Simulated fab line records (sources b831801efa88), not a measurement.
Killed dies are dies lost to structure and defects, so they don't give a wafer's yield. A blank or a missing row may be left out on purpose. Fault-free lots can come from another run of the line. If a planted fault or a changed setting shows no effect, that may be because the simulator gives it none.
Which of the tools did it?    flow gf180mcu    12 lots with 36 wafers sampled at 4 steps, on a route of 602 steps

WHAT THE GAUGES READ, wafer by wafer
GF_M5_CD_MEAS_07: the cd target is 280 nm. Usual: cd nm at 279.8 nm, with a standard deviation of 1.2.
lot   measured      on         cd nm (nm)         flag
L674  day 26 19:52  cd sem-01  280.3 280.0 279.4  
L675  day 26 21:00  cd sem-01  280.8 280.0 281.6  
L676  day 26 23:28  cd sem-01  280.5 279.1 280.4  
L677  day 27 14:58  cd sem-01  278.9 279.6 279.4  
L686  day 30 09:59  cd sem-02  279.0 279.4 279.8  
L687  day 30 11:43  cd sem-02  279.8 279.4 280.6  
L688  day 30 16:17  cd sem-01  279.7 279.5 280.3  
L690  day 31 06:17  cd sem-02  282.2 280.9 281.2  
L691  day 31 10:21  cd sem-01  281.1 278.9 281.0  
L692  day 31 23:46  cd sem-02  275.9 277.2 276.6  
L694  day 32 03:52  cd sem-02  277.8 278.8 277.4  
L696  day 32 13:48  cd sem-02  279.9 277.9 279.5  

GF_TOP_METAL_RS_MEAS_05: uses a four-point probe to measure. Usual: TOP_METAL_ALCU_RS typically reads 0.0325 ohm/sq, with standard deviation 0.00039.
lot   measured      on             TOP_METAL_ALCU_RS (ohm/sq)  flag
L674  day 27 19:34  film metro-04  0.0325 0.0321 0.0319        
L675  day 27 20:29  film metro-04  0.0336 0.0332 0.0338        
L676  day 27 22:23  film metro-04  0.0322 0.0323 0.0323        
L677  day 28 13:05  film metro-02  0.0328 0.0332 0.0323        
L686  day 31 06:44  film metro-03  0.0323 0.0322 0.0327        
L687  day 31 09:19  film metro-04  0.0319 0.0327 0.0321        
L688  day 31 13:49  film metro-04  0.0325 0.0323 0.0324        
L690  day 32 02:29  film metro-03  0.0325 0.0321 0.0324        
L691  day 32 07:04  film metro-04  0.0319 0.0321 0.0320        
L692  day 32 19:20  film metro-03  0.0331 0.0326 0.0327        
L694  day 32 23:43  film metro-03  0.0326 0.0327 0.0325        
L696  day 33 09:22  film metro-04  0.0328 0.0334 0.0330        

WHICH TOOL RAN EACH LOT (tool, then ch and the chambers of the sampled wafers, then the start)
lot   GF_MIM_SPUTTER_07             GF_MIM_STRIP_20
L674  pvd sputter-04, day 25 01:37  plasma asher-01 ch 0,1, day 25 23:00
L675  pvd sputter-04, day 25 03:23  plasma asher-01 ch 0,1, day 26 00:32
L676  pvd sputter-04, day 25 04:41  plasma asher-01 ch 0,1, day 26 01:50
L677  pvd sputter-03, day 25 20:44  plasma asher-04 ch 0,1, day 26 17:46
L686  pvd sputter-03, day 28 19:55  plasma asher-02 ch 0, day 29 15:06
L687  pvd sputter-03, day 28 21:38  plasma asher-04 ch 0,1, day 29 16:42
L688  pvd sputter-04, day 29 02:15  plasma asher-01 ch 0,1, day 29 21:26
L690  pvd sputter-04, day 29 17:22  plasma asher-01 ch 0,1, day 30 12:11
L691  pvd sputter-02, day 29 21:33  plasma asher-04 ch 0,1, day 30 15:38
L692  pvd sputter-02, day 30 11:49  plasma asher-01 ch 0,1, day 31 06:01
L694  pvd sputter-02, day 30 17:03  plasma asher-02 ch 0,1, day 31 10:43
L696  pvd sputter-02, day 31 03:25  plasma asher-02 ch 0,1, day 31 20:54
- GF_MIM_SPUTTER_07: material TiN, target thk 60 nm, time 50 s.
- GF_MIM_STRIP_20: strips in O2/N2.

WHAT THE TOOLS THEMSELVES READ (means of the sampled wafers that have a number; where no wafer has one, the mark that the record gives instead)
GF_MIM_SPUTTER_07. Usual: throttle valve pct at 30.6 %, with a standard deviation of 0.8.
lot   tool            throttle valve pct (%)  flag
L674  pvd sputter-04  30.2                    
L675  pvd sputter-04  30.9                    
L676  pvd sputter-04  31.9                    
L677  pvd sputter-03  30.7                    
L686  pvd sputter-03  30.6                    
L687  pvd sputter-03  30.7                    
L688  pvd sputter-04  31.2                    
L690  pvd sputter-04  30.7                    
L691  pvd sputter-02  31.0                    
L692  pvd sputter-02  30.2                    
L694  pvd sputter-02  29.9                    
L696  pvd sputter-02  30.4                    

GF_MIM_STRIP_20. Usual: drypump motor current A 6.0 A, standard deviation 0.54; heater power w 338 W, standard deviation 29; oes product au 0.691 a.u., standard deviation 0.0047; strip time to endpoint s 11.21 s, standard deviation 0.043.
lot   tool             drypump motor current A (A)  heater power w (W)  oes product au (a.u.)  strip time to endpoint s (s)  flag
L674  plasma asher-01  6.4                          337                 0.690                  11.16                         
L675  plasma asher-01  6.0                          312                 0.688                  11.15                         
L676  plasma asher-01  6.5                          328                 0.693                  11.28                         
L677  plasma asher-04  6.1                          351                 0.694                  11.27                         
L686  plasma asher-02  5.5                          370                 0.691                  11.15                         
L687  plasma asher-04  5.8                          348                 0.694                  11.22                         
L688  plasma asher-01  6.4                          333                 0.697                  11.20                         
L690  plasma asher-01  6.5                          331                 0.691                  11.20                         
L691  plasma asher-04  5.8                          349                 0.689                  11.19                         
L692  plasma asher-01  6.4                          325                 0.689                  11.19                         
L694  plasma asher-02  5.7                          344                 0.691                  11.23                         
L696  plasma asher-02  5.6                          357                 0.689                  11.24                         

THE ANSWER, worked out from the rows above alone
Rule: a lot counts as off when the mean over its wafers that have a number is more than 3 standard deviations away from the usual mean. A lot without any number at a reading at which 4 lots or more have one is off too. Any other lot the step has rows for is counted as sound. Order of review: gauges by route order, followed by the tools' own readings, for which a lot's mean as printed above is used. The first step at which some lot is off is used, and at that step the reading that is off furthest; a lot without a number counts as furthest.
Across all readings shown, no lot is off: no conclusion can be drawn from this.

WHAT THE SIMULATOR HAD INSERTED
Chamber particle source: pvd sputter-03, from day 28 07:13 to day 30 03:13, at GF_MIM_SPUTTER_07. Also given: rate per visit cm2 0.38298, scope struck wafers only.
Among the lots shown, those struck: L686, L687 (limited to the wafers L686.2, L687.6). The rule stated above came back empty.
